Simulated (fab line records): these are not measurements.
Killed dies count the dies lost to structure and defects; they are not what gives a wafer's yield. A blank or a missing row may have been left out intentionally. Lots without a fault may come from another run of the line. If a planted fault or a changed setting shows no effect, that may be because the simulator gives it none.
Which tool is to blame? | flow gf180mcu | 36 wafers sampled from 12 lots at 1 step of a route of 602

## WHAT THE GAUGES READ, wafer by wafer
GF_V1_THK_MEAS_25: measures by xrf.
lot  | measured     | on           | V1_W_THK (nm)
L075 | day 19 04:20 | filmMetro-04 | 335 335 334
L077 | day 19 15:19 | filmMetro-04 | 327 328 330
L079 | day 20 05:45 | filmMetro-04 | 339 339 342
L081 | day 21 01:32 | filmMetro-02 | 327 334 331
L082 | day 21 22:09 | filmMetro-04 | 329 327 328
L085 | day 22 10:56 | filmMetro-02 | 334 340 338
L087 | day 23 08:08 | filmMetro-02 | 330 333 337
L089 | day 23 21:01 | filmMetro-04 | 327 331 330
L091 | day 24 14:14 | filmMetro-04 | 330 338 331
L093 | day 25 10:00 | filmMetro-04 | 327 327 331
L095 | day 25 19:42 | filmMetro-03 | 333 337 336
L097 | day 26 02:52 | filmMetro-03 | 328 330 328

## WHAT TOOL EACH LOT RAN ON (gives the tool, then ch and the chambers of the sampled wafers, and finally the start)
No process step before these readings appears in the record.

## THE ANSWER, worked out from the rows above alone
Rule: usual is defined by the lots themselves. The widest of any qualifying gaps counts: lots, ordered by their means at a reading, are off when they make up no more than a third of the lots, leave a main group of 4 or more, and stand apart from it by 3 or more times the standard deviation of that group's means. A main group whose means are all the same, to the digits that the tables above print for the reading, isn't used. Also off: a lot with no number at a reading for which 4 or more lots have one. The other lots that the step has rows for count as sound.
No lot is off on any of the readings shown, so nothing can be concluded from this.

## WHAT THE SIMULATOR PUT IN
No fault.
